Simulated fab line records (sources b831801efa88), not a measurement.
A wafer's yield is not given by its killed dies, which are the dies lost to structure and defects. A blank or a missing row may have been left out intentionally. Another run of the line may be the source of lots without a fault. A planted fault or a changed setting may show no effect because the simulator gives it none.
Chamber matching / flow gf180mcu / GF_V1_CMP_04 on cmp-01 has 4 sister chambers
The step polishes SiO2. 8 wafers are shown with their chamber, then 12 later ones without.

## WAFERS WITH THEIR CHAMBER
wafer=L085.1; chamber=0; motor_current_A (A)=12.7; time_to_endpoint_s (s)=78
wafer=L086.4; chamber=3; motor_current_A (A)=12.2; time_to_endpoint_s (s)=83
wafer=L086.6; chamber=3; motor_current_A (A)=12.6; time_to_endpoint_s (s)=94
wafer=L087.1; chamber=2; motor_current_A (A)=10.9; time_to_endpoint_s (s)=74
wafer=L087.3; chamber=0; motor_current_A (A)=11.5; time_to_endpoint_s (s)=83
wafer=L088.3; chamber=1; motor_current_A (A)=11.8; time_to_endpoint_s (s)=70
wafer=L088.4; chamber=2; motor_current_A (A)=11.1; time_to_endpoint_s (s)=76
wafer=L088.5; chamber=1; motor_current_A (A)=11.7; time_to_endpoint_s (s)=77

## WAFERS WITH NO CHAMBER GIVEN
wafer=L090.2; motor_current_A (A)=12.3; time_to_endpoint_s (s)=91
wafer=L090.5; motor_current_A (A)=12.9; time_to_endpoint_s (s)=88
wafer=L090.6; motor_current_A (A)=12.3; time_to_endpoint_s (s)=91
wafer=L091.1; motor_current_A (A)=12.3; time_to_endpoint_s (s)=95
wafer=L091.5; motor_current_A (A)=11.5; time_to_endpoint_s (s)=83
wafer=L091.6; motor_current_A (A)=12.6; time_to_endpoint_s (s)=96
wafer=L092.1; motor_current_A (A)=10.9; time_to_endpoint_s (s)=80
wafer=L092.3; motor_current_A (A)=12.3; time_to_endpoint_s (s)=79
wafer=L092.5; motor_current_A (A)=11.9; time_to_endpoint_s (s)=82
wafer=L094.1; motor_current_A (A)=12.6; time_to_endpoint_s (s)=81
wafer=L094.2; motor_current_A (A)=12.7; time_to_endpoint_s (s)=88
wafer=L094.6; motor_current_A (A)=12.2; time_to_endpoint_s (s)=86

## THE CHAMBER EACH PASSED THROUGH
wafer=L090.2; from the rows above=can't be placed: 3 or 0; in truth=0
wafer=L090.5; from the rows above=can't be placed: 3 or 0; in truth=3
wafer=L090.6; from the rows above=can't be placed: 3 or 0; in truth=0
wafer=L091.1; from the rows above=can't be placed: 3 or 0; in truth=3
wafer=L091.5; from the rows above=can't be placed: 0 or 2 or 1 or 3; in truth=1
wafer=L091.6; from the rows above=can't be placed: 3 or 0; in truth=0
wafer=L092.1; from the rows above=can't be placed: 2 or 1 or 0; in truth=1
wafer=L092.3; from the rows above=can't be placed: 0 or 1 or 3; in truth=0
wafer=L092.5; from the rows above=can't be placed: 0 or 3 or 1 or 2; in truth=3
wafer=L094.1; from the rows above=can't be placed: 0 or 3 or 1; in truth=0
wafer=L094.2; from the rows above=can't be placed: 3 or 0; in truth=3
wafer=L094.6; from the rows above=can't be placed: 3 or 0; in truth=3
Correct placement for 0 of the 12. These rows do not allow placing 12 (true chamber among the candidates in 12). 0 placed wrongly.
How it was worked out, from the rows above alone: a wafer's distance from a chamber is the root of the sum, over the readings, of the square of ((its reading less the chamber's mean) divided by the reading's scatter). If the next closest chamber is less than 2 further off than the closest, the wafer can't be placed; otherwise it belongs to the closest. Each chamber's mean is taken over the wafers shown for it. The scatter: the root of (the sum of the squares of (reading less its chamber's mean) over the shown wafers, divided by (wafers less chambers)).
